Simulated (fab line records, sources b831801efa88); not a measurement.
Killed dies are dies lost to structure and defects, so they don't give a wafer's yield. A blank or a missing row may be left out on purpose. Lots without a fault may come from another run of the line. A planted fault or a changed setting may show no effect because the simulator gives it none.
A struck lot beside a sound one | flow sky130 | 32 steps out of a route of 708
Sound: wafers L150.1, L150.3, L150.6. Struck: wafers L158.1, L158.2, L158.6. The cause comes at the end.
At each step with rows: each side's tool, then ch and its chambers, then its first start. Under that, the readings that differ: sound wafers | struck wafers | difference of the means | sigmas: that difference in standard deviations of wafers without a fault.
alike: readings whose means differ by less than 2 such deviations, and words and numbers that are the same on both sides. not compared: withheld readings, readings that some wafer has no value for, bounds like >300 that may hide the same value, and numbers for which the record gives no deviation and whose values overlap.
The two part at a step that has a row with sigmas, a row that says differs or no value, or rows on one side only. Numbers that don't overlap but have no deviation are shown without sigmas and don't part them. A reading that every wafer of one side lacks parts them only if that side has two wafers or more.

SKY_PWDE_OVL_MEAS_07:
  sound on overlay-02, day 6 04:52; struck on overlay-01, day 8 03:52
  alike: PWDE_OVL
then, 1 step without rows for these wafers: SKY_PWDE_IMPLANT_08.
SKY_PWDE_STRIP_09: strips in O2/N2.
  sound on plasma_asher-03 ch 0,1, day 6 05:04; struck on plasma_asher-03 ch 0,1, day 8 04:03
  reading                      | sound             | struck            | difference | sigmas
  strip_time_to_endpoint_s (s) | 36.93 36.86 36.90 | 36.58 36.67 36.69 | -0.25      | -2
  alike: drypump_motor_current_A, oes_product_au
  not compared: rf_hours_counter_h
SKY_PWDE_TW_MEAS_10:
  sound on film_metro-04, day 6 05:10; struck on film_metro-02, day 8 04:09
  reading | sound             | struck            | difference | sigmas
  PWDE_TW | 374.1 376.1 375.1 | 370.4 368.0 369.2 | -5.9       | -2
then, 7 steps without rows for these wafers: SKY_NWELL_DEHYDRATE_03 (time 60 s); SKY_NWELL_HMDS_04 (prime time 60 s); SKY_NWELL_COAT_05 (resist thk 3000 nm); SKY_NWELL_SOFTBAKE_06; SKY_NWELL_EXPOSE_07 (exposes mask NWM, target cd 840 nm); SKY_NWELL_PEB_08; SKY_NWELL_DEVELOP_09 (develop time 60 s).
SKY_NWELL_OVL_MEAS_10:
  sound on overlay-01, day 6 23:14; struck on overlay-02, day 9 00:41
  alike: NWELL_00_OVL
SKY_NWELL_IMPLANT_11:
  sound on implanter-03 ch 0, day 6 23:16; struck on implanter-03 ch 0, day 9 00:43
  reading                   | sound                | struck               | difference | sigmas
  beam_energy_keV           | 400.08 400.04 399.84 | 374.44 374.49 374.40 | -25.54     | -99 or more
  model.implant.rp_nm (nm)  | 497.3 497.3 497.3    | 470.3 470.3 470.3    | -27.0      |
  model.implant.drp_nm (nm) | 116.9 116.9 116.9    | 112.7 112.7 112.7    | -4.2       |
then, 2 steps without rows for these wafers: SKY_NWELL_IMPLANT_12; SKY_NWELL_IMPLANT_13.
SKY_NWELL_STRIP_14: strips in O2/N2.
  sound on plasma_asher-01 ch 0,1, day 6 23:43; struck on plasma_asher-04 ch 0,1, day 9 01:10
  reading                     | sound       | struck      | difference | sigmas
  drypump_motor_current_A (A) | 6.5 6.2 6.5 | 6.0 5.2 5.3 | -0.9       | -2
  alike: oes_product_au, strip_time_to_endpoint_s
  not compared: rf_hours_counter_h
SKY_NWELL_TW_MEAS_15:
  sound on film_metro-03, day 6 23:49; struck on film_metro-02, day 9 01:16
  alike: NWELL_TW
then, 7 steps without rows for these wafers: SKY_NWELL_DEHYDRATE_16 (time 60 s); SKY_NWELL_HMDS_17 (prime time 60 s); SKY_NWELL_COAT_18 (resist thk 3000 nm); SKY_NWELL_SOFTBAKE_19; SKY_NWELL_EXPOSE_20 (exposes mask NWM COMPLEMENT, target cd 840 nm); SKY_NWELL_PEB_21; SKY_NWELL_DEVELOP_22 (develop time 60 s).
SKY_NWELL_OVL_MEAS_23:
  sound on overlay-02, day 7 19:34; struck on overlay-02, day 9 22:56
  alike: NWELL_01_OVL
then, 1 step without rows for these wafers: SKY_NWELL_IMPLANT_24.
SKY_NWELL_STRIP_25: strips in O2/N2.
  sound on plasma_asher-02 ch 0,1, day 7 19:45; struck on plasma_asher-04 ch 0,1, day 9 23:07
  alike: drypump_motor_current_A, oes_product_au, strip_time_to_endpoint_s
  not compared: rf_hours_counter_h
SKY_NWELL_TW_MEAS_26:
  sound on film_metro-04, day 7 19:51; struck on film_metro-04, day 9 23:13
  alike: NWELL_2_TW
then, 1 step without rows for these wafers: SKY_NWELL_CLEAN_27 (cleans in SC1/SC2, time 150 s).
SKY_NWELL_RTA_28: time 30 s.
  sound on rtp_anneal-02 ch 0, day 7 19:58; struck on rtp_anneal-02 ch 0, day 9 23:20
  alike: anneal_temp_c_max, lamp_power_pct, wafer_temp_C_max
SKY_NWELL_RS_MEAS_29: measures by four-point-probe.
  sound on film_metro-03, day 7 20:04; struck on film_metro-02, day 9 23:26
  reading           | sound             | struck            | difference | sigmas
  NWELL_RS (ohm/sq) | 626.6 626.5 628.2 | 636.0 637.7 634.0 | +8.8       | +5
-- the record jumps here: 40 days lie between the struck wafers' starts before and after (it left off in module NWELL and takes up again in module PAD_OPEN, whose first step shown is number 708 of the route) --
SKY_PAD_OPEN_PROBE_99:
  sound on prober-01, day 48 08:47; struck on prober-01, day 50 02:40
  reading                                   | sound                         | struck                       | difference | sigmas
  model.etest.nfet_16v.r_on_ohm_um          | 1.418e+04 1.419e+04 1.419e+04 | 1.387e+04 1.39e+04 1.385e+04 | -3.133e+02 |
  model.etest.res_nwell.line_ohm_um         | 1141 1135 1171                | 1328 1293 1321               | +165       |
  model.etest.res_nwell.rs_ohm_sq           | 949.8 947.5 970.4             | 1112 1066 1089               | +133       |
  model.etest.tip_p_5v.rs_ohm_sq            | 2889 2874 2869                | 2936 2938 2929               | +57        |
  model.etest.pfet_16v.drive_ua_um          | 246.8 248.6 247.6             | 233.2 233.8 231.7            | -14.8      |
  model.etest.field_p.vt_v (V)              | -40.96 -40.22 -41.71          | -45.87 -44.78 -45.37         | -4.38      |
  model.etest.pfet_g5v0d10v5.off_log10_a_um | -12.73 -12.48 -12.36          | -13.05 -13.29 -13.33         | -0.70      |
  alike: killed_at_M0_to_M3, killed_at_M4_up, killed_at_contacts, killed_at_front_end, killed_at_other, killed_dies, killed_open, killed_short
  not compared: model.etest.pfet_01v8_lvt.drive_ua_um

WHERE THEY PART
First at SKY_PWDE_STRIP_09; last, within this record, at SKY_NWELL_RS_MEAS_29. Later steps at which nothing parts them and some readings are alike: SKY_PAD_OPEN_PROBE_99.

WHY: what the simulator had put in
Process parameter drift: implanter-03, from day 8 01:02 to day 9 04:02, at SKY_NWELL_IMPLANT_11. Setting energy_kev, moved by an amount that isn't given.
